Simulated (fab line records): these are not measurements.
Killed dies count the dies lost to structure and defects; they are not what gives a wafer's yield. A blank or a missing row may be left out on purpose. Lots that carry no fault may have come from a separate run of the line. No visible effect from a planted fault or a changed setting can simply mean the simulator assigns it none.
What tool caused it?	flow sky130	Sampling: 12 lots, 36 wafers, 2 of 708 route steps

== WHAT THE GAUGES READ, wafer by wafer ==
SKY_LDD_P_TW_MEAS_11.
lot	measured	on	LDD_P_TW
L075	day 19 14:53	filmMetro-01	638 640 641
L077	day 20 15:33	filmMetro-02	633 633 632
L079	day 21 12:10	filmMetro-03	639 645 642
L081	day 21 19:10	filmMetro-02	631 629 630
L083	day 22 16:19	filmMetro-01	635 638 637
L085	day 23 07:13	filmMetro-01	634 634 637
L087	day 23 22:47	filmMetro-01	634 634 636
L089	day 24 18:13	filmMetro-02	637 632 635
L092	day 25 21:29	filmMetro-03	638 644 640
L093	day 26 05:40	filmMetro-02	633 633 636
L096	day 27 02:15	filmMetro-03	645 648 644
L097	day 27 21:15	filmMetro-02	632 633 633

== WHICH TOOL RAN EACH LOT (tool, then ch and the chambers of the sampled wafers, then the start) ==
lot	SKY_VT_ADJUST_PCH_STRIP_09
L075	plasmaAsher-01 ch 0,1, day 10 21:34
L077	plasmaAsher-01 ch 0,1, day 11 15:44
L079	plasmaAsher-02 ch 0,1, day 12 02:44
L081	plasmaAsher-02 ch 0,1, day 12 14:35
L083	plasmaAsher-01 ch 0,1, day 13 09:18
L085	plasmaAsher-03 ch 0,1, day 13 20:32
L087	plasmaAsher-03 ch 0,1, day 14 12:25
L089	plasmaAsher-01 ch 0,1, day 15 03:32
L092	plasmaAsher-03 ch 0,1, day 16 05:52
L093	plasmaAsher-01 ch 0,1, day 16 12:32
L096	plasmaAsher-02 ch 0,1, day 17 14:59
L097	plasmaAsher-01 ch 0,1, day 18 07:14
- SKY_VT_ADJUST_PCH_STRIP_09: strips in O2/N2.

== THE ANSWER, worked out from the rows above alone ==
Rule: the lots themselves supply what counts as usual. Put in order of their means at a reading, lots are off if they are a third of the lots or fewer, leave a main group of 4 or more, and stand apart from it by a gap of 3 or more times the standard deviation of the main group's means; of several such gaps the widest counts. Not used: any main group whose means are identical at the precision the tables above print for the reading. A lot without any number at a reading at which 4 lots or more have one is off too. All remaining lots with rows at the step are treated as sound.
None of the lots is off at any reading shown; this tells nothing.

== WHAT THE SIMULATOR PUT IN ==
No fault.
